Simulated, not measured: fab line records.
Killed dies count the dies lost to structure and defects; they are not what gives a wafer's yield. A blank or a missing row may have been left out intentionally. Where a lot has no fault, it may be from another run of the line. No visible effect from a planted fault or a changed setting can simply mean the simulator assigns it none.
Chamber matching || flow sky130 || SKY_VIA3_CMP_24 on cmp-01: 4 sister chambers
The step polishes, stops on SiO2, t overpolish 20 s, target thk 0 nm. 8 wafers are shown with their chamber, then 10 later ones without.

## WAFERS PAIRED WITH THEIR CHAMBERS
{"wafer": "L089.2", "chamber": 2, "motor current A (A)": 12.4, "time to endpoint s (s)": 95}
{"wafer": "L089.3", "chamber": 0, "motor current A (A)": 10.5, "time to endpoint s (s)": 94}
{"wafer": "L089.6", "chamber": 3, "motor current A (A)": 10.5, "time to endpoint s (s)": 92}
{"wafer": "L090.2", "chamber": 2, "motor current A (A)": 12.2, "time to endpoint s (s)": 95}
{"wafer": "L090.3", "chamber": 3, "motor current A (A)": 10.8, "time to endpoint s (s)": 94}
{"wafer": "L090.5", "chamber": 1, "motor current A (A)": 12.9, "time to endpoint s (s)": 93}
{"wafer": "L091.2", "chamber": 0, "motor current A (A)": 10.8, "time to endpoint s (s)": 93}
{"wafer": "L091.3", "chamber": 1, "motor current A (A)": 12.6, "time to endpoint s (s)": 100}

## WAFERS WITHOUT THEIR CHAMBER
{"wafer": "L091.5", "motor current A (A)": 12.9, "time to endpoint s (s)": 98}
{"wafer": "L093.1", "motor current A (A)": 10.7, "time to endpoint s (s)": 91}
{"wafer": "L093.3", "motor current A (A)": 10.2, "time to endpoint s (s)": 95}
{"wafer": "L093.6", "motor current A (A)": 12.8, "time to endpoint s (s)": 92}
{"wafer": "L094.3", "motor current A (A)": 11.5, "time to endpoint s (s)": 97}
{"wafer": "L094.4", "motor current A (A)": 12.7, "time to endpoint s (s)": 96}
{"wafer": "L094.6", "motor current A (A)": 10.8, "time to endpoint s (s)": 94}
{"wafer": "L095.2", "motor current A (A)": 10.2, "time to endpoint s (s)": 93}
{"wafer": "L095.3", "motor current A (A)": 12.6, "time to endpoint s (s)": 94}
{"wafer": "L095.5", "motor current A (A)": 12.5, "time to endpoint s (s)": 96}

## WHICH CHAMBER EACH ONE RAN IN
{"wafer": "L091.5", "from the rows above": 1, "in truth": 1}
{"wafer": "L093.1", "from the rows above": "can't be placed: 3 or 0", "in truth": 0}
{"wafer": "L093.3", "from the rows above": "can't be placed: 0 or 3", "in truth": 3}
{"wafer": "L093.6", "from the rows above": "can't be placed: 1 or 2", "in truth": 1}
{"wafer": "L094.3", "from the rows above": "can't be placed: 2 or 0 or 3", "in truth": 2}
{"wafer": "L094.4", "from the rows above": "can't be placed: 1 or 2", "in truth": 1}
{"wafer": "L094.6", "from the rows above": "can't be placed: 0 or 3", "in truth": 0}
{"wafer": "L095.2", "from the rows above": "can't be placed: 3 or 0", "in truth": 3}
{"wafer": "L095.3", "from the rows above": "can't be placed: 1 or 2", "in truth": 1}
{"wafer": "L095.5", "from the rows above": "can't be placed: 2 or 1", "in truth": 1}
Placed correctly: 1 of 10. Unplaceable from these rows: 9, with the true chamber sitting among the candidates in 9. Placed wrongly: 0.
How it was worked out, from the rows above alone: a wafer's distance from a chamber is the root of the sum, over the readings, of the square of ((its reading less the chamber's mean) divided by the reading's scatter). If the next closest chamber is less than 2 further off than the closest, the wafer can't be placed; otherwise it belongs to the closest. The mean given for a chamber averages the wafers shown for that chamber. The scatter: the root of (the sum of the squares of (reading less its chamber's mean) over the shown wafers, divided by (wafers less chambers)).
